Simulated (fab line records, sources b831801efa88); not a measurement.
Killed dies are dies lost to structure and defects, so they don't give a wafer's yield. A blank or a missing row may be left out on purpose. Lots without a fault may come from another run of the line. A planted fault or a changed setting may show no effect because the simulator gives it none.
A struck lot beside a sound one | flow sky130 | 17 steps out of a route of 708
Sound: wafers L974.3, L974.5, L974.6. Struck: wafers L975.1, L975.3, L975.6. The cause comes at the end.
At each step with rows: each side's tool, then ch and its chambers, then its first start. Under that, the readings that differ: sound wafers | struck wafers | difference of the means | sigmas: that difference in standard deviations of wafers without a fault.
alike: readings whose means differ by less than 2 such deviations, and words and numbers that are the same on both sides. not compared: withheld readings, readings that some wafer has no value for, bounds like >300 that may hide the same value, and numbers for which the record gives no deviation and whose values overlap.
The two part at a step that has a row with sigmas, a row that says differs or no value, or rows on one side only. Numbers that don't overlap but have no deviation are shown without sigmas and don't part them. A reading that every wafer of one side lacks parts them only if that side has two wafers or more.

first, 9 steps without rows for these wafers: SKY_CAPM_CLEAN_17 (cleans in O3/DIW); SKY_METAL3_DEHYDRATE_05 (time 60 s); SKY_METAL3_HMDS_06 (prime time 60 s); SKY_METAL3_COAT_07 (resist thk 60 nm); SKY_METAL3_COAT_08 (resist thk 1140 nm); SKY_METAL3_SOFTBAKE_09 (time 90 s); SKY_METAL3_EXPOSE_10 (exposes mask MM3, target cd 300 nm); SKY_METAL3_PEB_11; SKY_METAL3_DEVELOP_12 (develop time 60 s).
SKY_METAL3_CD_MEAS_13: target cd 300 nm.
  sound on cd_sem-02, day 41 09:56; struck on cd_sem-01, day 41 13:14
  alike: cd_nm
SKY_METAL3_OVL_MEAS_14:
  sound on overlay-02, day 41 10:02; struck on overlay-01, day 41 13:22
  alike: METAL3_OVL
SKY_METAL3_DESCUM_15: chemistry O2, time 8 s.
  sound on rie_metal-01 ch 0,1, day 41 10:04; struck on rie_metal-01 ch 1, day 41 13:24
  alike: drypump_motor_current_A, oes_product_au
  not compared: rf_hours_counter_h
SKY_METAL3_ETCH_16: etches BARC in N2/H2, stops on SiO2, time 88.2 s, target depth 60 nm.
  sound on rie_metal-01 ch 0,1, day 41 10:07; struck on rie_metal-01 ch 1, day 41 13:26
  reading                                       | sound           | struck            | difference | sigmas
  model.KrF-thick_of_METAL3_COAT_08.thk_nm (nm) | 1078 1077 1076  | 1090 1089 1090    | +13        |
  model.METAL3.cd_nm (nm)                       | 300 299.1 298.3 | 302.4 302.2 302.6 | +3.3       |
  alike: drypump_motor_current_A, oes_product_au, throttle_valve_pct
  not compared: rf_hours_counter_h
SKY_METAL3_ETCH_17: etches SiO2 in C4F8/O2/Ar, stops on TiN, time 3.9 s, target depth 15 nm.
  sound on rie_diel-03 ch 0,2, day 41 10:11; struck on rie_diel-02 ch 0,2,3, day 41 13:32
  reading                 | sound           | struck            | difference | sigmas
  model.METAL3.cd_nm (nm) | 300 299.1 298.3 | 302.4 302.1 302.5 | +3.2       |
  alike: oes_product_au
  not compared: rf_hours_counter_h
SKY_METAL3_METAL_ETCH_18: etches the open film in Cl2/BCl3, stops on SiO2, target depth 845 nm, time 183.1 s.
  sound on rie_metal-02 ch 0,1, day 41 10:16; struck on rie_metal-03 ch 0,1, day 41 13:33
  reading                                       | sound             | struck            | difference | sigmas
  model.KrF-thick_of_METAL3_COAT_08.thk_nm (nm) | 524.2 524.8 524.5 | 536.5 540.2 536.3 | +13.2      |
  alike: drypump_motor_current_A, oes_product_au, throttle_valve_pct
  not compared: rf_hours_counter_h
SKY_METAL3_STRIP_19: strips in O2/N2.
  sound on plasma_asher-02 ch 0,1, day 41 10:25; struck on plasma_asher-03 ch 1, day 41 13:44
  reading                      | sound             | struck            | difference | sigmas
  oes_product_au (a.u.)        | 0.498 0.504 0.499 | 0.506 0.515 0.512 | +0.011     | +2
  strip_time_to_endpoint_s (s) | 6.51 6.51 6.51    | 6.63 6.66 6.64    | +0.13      | +2
  alike: drypump_motor_current_A
  not compared: rf_hours_counter_h
SKY_PAD_OPEN_PROBE_99:
  the record has rows for the sound wafers here (prober-01, day 48 04:15) and none for the struck ones

WHERE THEY PART
First at SKY_METAL3_STRIP_19; last, within this record, at SKY_PAD_OPEN_PROBE_99.

WHY: what the simulator had put in
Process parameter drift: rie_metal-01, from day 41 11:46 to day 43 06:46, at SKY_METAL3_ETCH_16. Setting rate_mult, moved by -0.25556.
